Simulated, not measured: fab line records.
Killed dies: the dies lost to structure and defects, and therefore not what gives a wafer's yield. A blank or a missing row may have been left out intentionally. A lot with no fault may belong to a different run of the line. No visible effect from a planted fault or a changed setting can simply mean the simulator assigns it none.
Problem report, 8D (eight disciplines) form, completed by code || flow sky130 || the parts of the form that need people (team, actions taken, sign-off) are left out

## 1. WHAT WENT WRONG
Across 9 wafers from 3 lots, SONOS_ONO_OXIDATION_THK at SKY_SONOS_ONO_THK_MEAS_01 averages 3.43 nm, while fault-free wafers read 2.58 nm with a standard deviation of 0.06. That is +14 standard deviations from the usual mean.
The first sign was on wafer L677.2 at day 14 15:06, on filmMetro-01. The record holds 45 wafers of 15 lots with a number at this step. Rule for "out" (also "out of limits"): further than 4 standard deviations from the usual mean. Any other wafer with a number is counted as sound.

## 2. WHAT THIS IS AND IS NOT
{"question": "which readings at this step", "is": "SONOS_ONO_OXIDATION_THK", "is not": "-"}
{"question": "which lots", "is": "L677, L678, L679", "is not": "L669, L670, L671, L673, L674, L675, L676, L687, L688, L689, L690, L691"}
{"question": "which wafers of those lots", "is": "all that have a number", "is not": "-"}
{"question": "read on which gauges", "is": "filmMetro-01, filmMetro-02", "is not": "filmMetro-04"}
{"question": "when", "is": "from day 14 15:06", "is not": "up to then (21 sound wafers); but 15 sound wafers of L687, L688, L689, L690, L691 came after"}

## 3. THE SUSPECTS, EACH WITH WHAT RULES IT OUT
Counting: a tool at any process step up to the reading remains a suspect when it ran all the lots that are out and ran no sound lot after the first of those.
- the gauge at SKY_SONOS_ONO_THK_MEAS_01 has been ruled out. 2 gauges (filmMetro-01, filmMetro-02) read the wafers that are out.
- furnace-02 at SKY_SONOS_ONO_OXIDATION_00 (stabilise 600 s, purge 300 s, target thk 2.6 nm): ruled out as a lasting fault. The sound lots L687, L688 went through it after L677, its earliest lot that is out (day 14 13:44).
Left after counting: nothing in the record.

## 4. THE CAUSE (what the simulator had put in)
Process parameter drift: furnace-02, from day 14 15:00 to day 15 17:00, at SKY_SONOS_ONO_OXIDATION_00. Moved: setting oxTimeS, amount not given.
Counting ruled it out, wrongly: the rule takes a fault to strike every lot that its tool runs from its start on, and this one did not.

## 5. SEQUENCE OF EFFECTS, ordered by route
Each row: a reading where the mean over the struck wafers with a number is more than 3 standard deviations away from the usual. Readings are gone through only where the record gives a usual standard deviation; hours: the median, over the lots, of the time from a lot's start at the first step in this table giving one to that lot's start at this step; sigmas: the change measured in usual standard deviations.
{"hours": 0, "step": "SKY_SONOS_ONO_THK_MEAS_01", "reading": "SONOS_ONO_OXIDATION_THK", "usual": "2.58 nm", "on struck wafers": 3.43, "change": "+0.85", "sigmas": "+14"}
Later steps that measure or inspect, where all struck wafers having a row at the step show a number for every such reading and not one has moved that far: SKY_LDD_HVN_OVL_MEAS_07.

## 6. HOW IT WOULD HAVE BEEN CAUGHT EARLIER
In this record the first reading out of limits at a measuring or inspecting step was taken at day 14 15:06, 0 hours after the fault began at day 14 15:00.
